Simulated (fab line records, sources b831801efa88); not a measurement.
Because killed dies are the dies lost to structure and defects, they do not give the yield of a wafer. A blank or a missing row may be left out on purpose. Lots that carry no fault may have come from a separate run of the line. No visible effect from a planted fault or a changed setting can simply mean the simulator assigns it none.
Which of the tools did it? + flow sky130 + 10 lots with 30 wafers sampled at 3 steps, on a route of 708 steps

## WHAT THE GAUGES SHOWED, per wafer
SKY_METAL1_RS_MEAS_05: uses a four-point probe to measure.
| lot  | measured     | on            | METAL1_ALCU_RS (ohm/sq) |
|------|--------------|---------------|-------------------------|
| L766 | day 33 05:04 | film metro-04 | 0.1280 0.1251 0.1271    |
| L767 | day 33 21:59 | film metro-01 | 0.1284 0.1273 0.1270    |
| L771 | day 34 22:12 | film metro-04 | 0.1649 0.1263 0.1270    |
| L773 | day 35 07:41 | film metro-04 | 0.1250 0.1674 0.1259    |
| L779 | day 37 13:39 | film metro-01 | 0.1284 0.1277 0.1293    |
| L780 | day 37 17:16 | film metro-04 | 0.1266 0.1272 0.1264    |
| L783 | day 38 12:25 | film metro-01 | 0.1262 0.1289 0.1259    |
| L785 | day 38 20:10 | film metro-01 | 0.1257 0.1265 0.1270    |
| L787 | day 39 06:29 | film metro-03 | 0.1239 0.1262 0.1251    |
| L788 | day 39 15:59 | film metro-01 | 0.1261 0.1256 0.1272    |

## TOOL THAT RAN EACH LOT (tool first, then ch and the chambers of the sampled wafers, then the start)
| lot  | SKY_METAL1_SPUTTER_00        | SKY_METAL1_SPUTTER_02        |
|------|------------------------------|------------------------------|
| L766 | pvd sputter-01, day 33 04:53 | pvd sputter-01, day 33 04:56 |
| L767 | pvd sputter-04, day 33 21:49 | pvd sputter-04, day 33 21:52 |
| L771 | pvd sputter-01, day 34 22:01 | pvd sputter-01, day 34 22:04 |
| L773 | pvd sputter-01, day 35 07:33 | pvd sputter-01, day 35 07:35 |
| L779 | pvd sputter-01, day 37 13:31 | pvd sputter-01, day 37 13:34 |
| L780 | pvd sputter-01, day 37 17:07 | pvd sputter-01, day 37 17:10 |
| L783 | pvd sputter-04, day 38 12:16 | pvd sputter-04, day 38 12:19 |
| L785 | pvd sputter-01, day 38 20:01 | pvd sputter-01, day 38 20:04 |
| L787 | pvd sputter-01, day 39 06:20 | pvd sputter-01, day 39 06:23 |
| L788 | pvd sputter-01, day 39 15:51 | pvd sputter-01, day 39 15:54 |
- SKY_METAL1_SPUTTER_00: material Ti, target thk 15 nm, time 10 s.
- SKY_METAL1_SPUTTER_02: material AlCu, target thk 250 nm, time 13.3 s.

## THE ANSWER, worked out from the rows above alone
Rule: the usual values come from the lots themselves. The widest of any qualifying gaps counts: lots, ordered by their means at a reading, are off when they make up no more than a third of the lots, leave a main group of 4 or more, and stand apart from it by 3 or more times the standard deviation of that group's means. A main group is skipped when, at the precision printed for the reading in the tables above, its means are all equal. A lot without any number at a reading at which 4 lots or more have one is off too. Where the step has rows for the other lots, those lots are counted as sound.
Off: at SKY_METAL1_RS_MEAS_05 (METAL1_ALCU_RS), L771, L773. For the main group the mean is 0.1268 ohm/sq and the standard deviation 0.00092.
If a tool, at a process step before that reading, ran all the lots that are off and no sound lot after the first of them, it fits. Those tools and the gauges at SKY_METAL1_RS_MEAS_05 are tried in the same way. No candidate that was tried fits.

## WHAT THE SIMULATOR HAD PUT IN
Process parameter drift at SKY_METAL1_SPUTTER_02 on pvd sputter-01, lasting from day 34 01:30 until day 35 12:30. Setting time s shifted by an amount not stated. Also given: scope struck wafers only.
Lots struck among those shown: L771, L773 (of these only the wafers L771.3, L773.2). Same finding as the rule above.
